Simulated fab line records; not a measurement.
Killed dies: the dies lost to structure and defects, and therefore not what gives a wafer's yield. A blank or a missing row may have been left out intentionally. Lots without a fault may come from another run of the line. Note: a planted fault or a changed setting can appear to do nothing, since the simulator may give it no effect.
The tool behind it: which one? -- flow gf180mcu -- 14 lots, 42 wafers sampled, at 6 steps of a route of 602

WHAT THE GAUGES READ, wafer by wafer
GF_VT_IMPLANT_RS_MEAS_48: the measuring method here is four-point-probe. Usual: LVPWELL_RS typically reads 1195.8 ohm/sq, with standard deviation 3.
lot,measured,on,LVPWELL_RS (ohm/sq),flag
L292,day 7 17:27,film-metro-03,1192.6 1195.8 1192.2,
L293,day 8 00:29,film-metro-01,1198.7 1199.9 1200.2,
L294,day 8 05:37,film-metro-04,1190.5 1192.1 1193.2,
L295,day 8 12:14,film-metro-04,1195.9 1194.7 1193.1,
L296,day 8 22:25,film-metro-04,1199.3 1196.3 1196.4,
L297,day 9 10:25,film-metro-04,1197.2 1198.4 1200.4,
L304,day 11 02:38,film-metro-04,1196.3 1199.3 1193.8,
L305,day 11 05:28,film-metro-01,1198.9 1197.7 1199.6,
L306,day 11 14:52,film-metro-01,1195.3 1194.4 1198.4,
L307,day 11 22:02,film-metro-04,1194.7 1194.5 1193.7,
L308,day 12 03:34,film-metro-01,1195.6 1190.3 1195.9,
L309,day 12 10:14,film-metro-03,1193.3 1194.7 1190.7,
L310,day 12 18:40,film-metro-04,1193.5 1197.7 1196.3,
L311,day 13 01:25,film-metro-01,1195.9 1197.1 1193.7,

GF_POLY_GATE_THK_MEAS_17. Usual: POLY_GATE_OXIDATION_THK typically reads 4.06 nm, with standard deviation 0.087.
lot,measured,on,POLY_GATE_OXIDATION_THK (nm),flag
L292,day 9 09:32,film-metro-04,4.15 4.05 4.08,
L293,day 9 17:17,film-metro-02,3.87 4.03 4.05,
L294,day 9 22:18,film-metro-03,4.04 3.99 4.01,
L295,day 10 09:17,film-metro-04,4.03 4.03 4.04,
L296,day 10 16:27,film-metro-02,3.96 3.94 3.93,
L297,day 11 08:29,film-metro-03,4.11 4.11 4.06,
L304,day 12 23:23,film-metro-04,4.10 4.07 4.16,
L305,day 13 02:50,film-metro-03,4.07 4.02 4.15,
L306,day 13 14:28,film-metro-03,4.11 4.06 4.06,
L307,day 13 20:05,film-metro-04,4.13 4.17 4.14,
L308,day 14 04:10,film-metro-02,4.19 4.29 4.22,
L309,day 14 10:10,film-metro-04,4.17 4.18 4.19,
L310,day 14 17:49,film-metro-04,4.11 4.07 3.98,
L311,day 15 04:18,film-metro-02,3.90 3.91 3.99,

GF_HV_LDD_OVL_MEAS_20. Usual: HV_LDD_01_OVL typically reads 0.6 nm, with standard deviation 1.3.
lot,measured,on,HV_LDD_01_OVL (nm),flag
L292,day 10 21:36,overlay-02,1.2 2.0 2.4,
L293,day 11 05:02,overlay-02,0.6 0.6 0.2,
L294,day 11 10:46,overlay-02,1.0 1.5 0.4,
L295,day 11 23:07,overlay-02,0.7 1.8 2.1,
L296,day 12 05:56,overlay-02,-0.7 -0.2 -0.3,
L297,day 12 23:34,overlay-01,-0.6 -0.5 0.2,
L304,day 14 16:09,overlay-02,-1.4 -2.1 -2.6,
L305,day 14 20:10,overlay-01,0.9 0.8 2.5,
L306,day 15 09:34,overlay-02,-0.3 0.0 0.3,
L307,day 15 14:55,overlay-02,2.1 3.3 0.9,
L308,day 15 23:30,overlay-01,-0.3 0.1 0.1,
L309,day 16 05:37,overlay-02,0.0 -0.1 0.5,
L310,day 16 13:38,overlay-01,0.0 -0.5 -2.1,
L311,day 17 01:55,overlay-01,1.4 1.2 1.4,

GF_HV_LDD_CD_MEAS_31: target cd 400 nm. Usual: 399.7 nm for cd-nm, sd 2.3.
lot,measured,on,cd-nm (nm),flag
L292,day 11 16:50,cd-sem-01,400.6 400.0 401.2,
L293,day 12 00:12,cd-sem-02,398.9 397.5 398.9,
L294,day 12 05:50,cd-sem-02,398.7 399.4 400.2,
L295,day 12 19:20,cd-sem-02,- - -,OFF
L296,day 13 01:34,cd-sem-02,- - -,OFF
L297,day 13 20:12,cd-sem-02,- - -,OFF
L304,day 15 13:29,cd-sem-02,398.0 398.0 398.9,
L305,day 15 17:03,cd-sem-02,399.5 402.4 402.7,
L306,day 16 08:02,cd-sem-01,393.9 395.8 395.8,
L307,day 16 13:25,cd-sem-01,401.5 400.6 400.7,
L308,day 16 23:04,cd-sem-02,400.5 403.0 401.9,
L309,day 17 04:45,cd-sem-01,401.6 399.8 401.0,
L310,day 17 13:13,cd-sem-02,403.1 402.1 405.1,
L311,day 18 01:43,cd-sem-02,396.4 396.5 398.2,

GF_HV_LDD_TW_MEAS_50. Usual: HV_LDD_4_TW typically reads 568, with standard deviation 3.4.
lot,measured,on,HV_LDD_4_TW,flag
L292,day 12 12:56,film-metro-01,567 571 572,
L293,day 12 21:06,film-metro-03,574 568 571,
L294,day 13 02:12,film-metro-01,576 571 574,
L295,day 13 17:05,film-metro-04,1454 1456 1456,OFF
L296,day 13 22:28,film-metro-04,1454 1449 1460,OFF
L297,day 14 18:09,film-metro-01,1463 1467 1465,OFF
L304,day 16 12:29,film-metro-04,564 565 568,
L305,day 16 16:57,film-metro-03,569 570 570,
L306,day 17 08:12,film-metro-04,567 564 567,
L307,day 17 13:50,film-metro-04,565 564 567,
L308,day 18 00:17,film-metro-01,568 571 572,
L309,day 18 05:06,film-metro-04,562 565 565,
L310,day 18 13:50,film-metro-04,564 566 563,
L311,day 19 02:40,film-metro-04,563 569 568,

WHAT TOOL EACH LOT RAN ON (gives the tool, then ch and the chambers of the sampled wafers, and finally the start)
lot,GF_HV_LDD_COAT_26
L292,"litho-track-02 ch 0, day 11 07:16"
L293,"litho-track-03 ch 0, day 11 14:19"
L294,"litho-track-01 ch 0, day 11 20:12"
L295,"litho-track-01, day 12 08:54"
L296,"litho-track-03, day 12 15:23"
L297,"litho-track-03, day 13 09:49"
L304,"litho-track-01 ch 0, day 15 02:45"
L305,"litho-track-03 ch 0, day 15 06:40"
L306,"litho-track-01 ch 0, day 15 20:24"
L307,"litho-track-03 ch 0, day 16 02:14"
L308,"litho-track-02 ch 0, day 16 11:07"
L309,"litho-track-01 ch 0, day 16 17:00"
L310,"litho-track-01 ch 0, day 17 01:10"
L311,"litho-track-02 ch 0, day 17 13:47"
- GF_HV_LDD_COAT_26: resist thk 1000 nm.

WHAT THE TOOLS THEMSELVES READ (means of the sampled wafers that have a number; where no wafer has one, the mark that the record gives instead)
GF_HV_LDD_COAT_26. Usual: chill-plate-temp-C 23.02 C, standard deviation 0.12; dispense-pressure-kPa 53 kPa, standard deviation 4.1.
lot,tool,chill-plate-temp-C (C),dispense-pressure-kPa (kPa),flag
L292,litho-track-02,22.91,48,
L293,litho-track-03,23.07,58,
L294,litho-track-01,23.13,51,
L295,litho-track-01,-,-,OFF
L296,litho-track-03,-,-,OFF
L297,litho-track-03,-,-,OFF
L304,litho-track-01,22.95,51,
L305,litho-track-03,22.97,58,
L306,litho-track-01,22.99,51,
L307,litho-track-03,22.98,58,
L308,litho-track-02,23.20,48,
L309,litho-track-01,23.11,51,
L310,litho-track-01,22.97,51,
L311,litho-track-02,23.16,48,

THE ANSWER, worked out from the rows above alone
Rule: lot off if the mean of its wafers having a number is beyond 3 standard deviations from the usual mean. Also off: a lot with no number at a reading for which 4 or more lots have one. All remaining lots with rows at the step are treated as sound. After the gauges, taken in route order, come the tools' own readings; for these a lot's mean is taken, as printed above. At the first step where some lot is off, the reading lying furthest off is the one used; lots without a number count as furthest.
Off: L295, L296, L297 (GF_HV_LDD_CD_MEAS_31, cd-nm). Without a number there: L295, L296, L297.
A tool fits if, at a process step before that reading, it ran every lot that is off, and no sound lot after the first of them. The gauges at GF_HV_LDD_CD_MEAS_31 aren't tried: what is off there is off at GF_HV_LDD_TW_MEAS_50 too, on other tools, and a gauge's error can't cause that. No candidate that was tried fits.

WHAT HAD BEEN PUT IN BY THE SIMULATOR
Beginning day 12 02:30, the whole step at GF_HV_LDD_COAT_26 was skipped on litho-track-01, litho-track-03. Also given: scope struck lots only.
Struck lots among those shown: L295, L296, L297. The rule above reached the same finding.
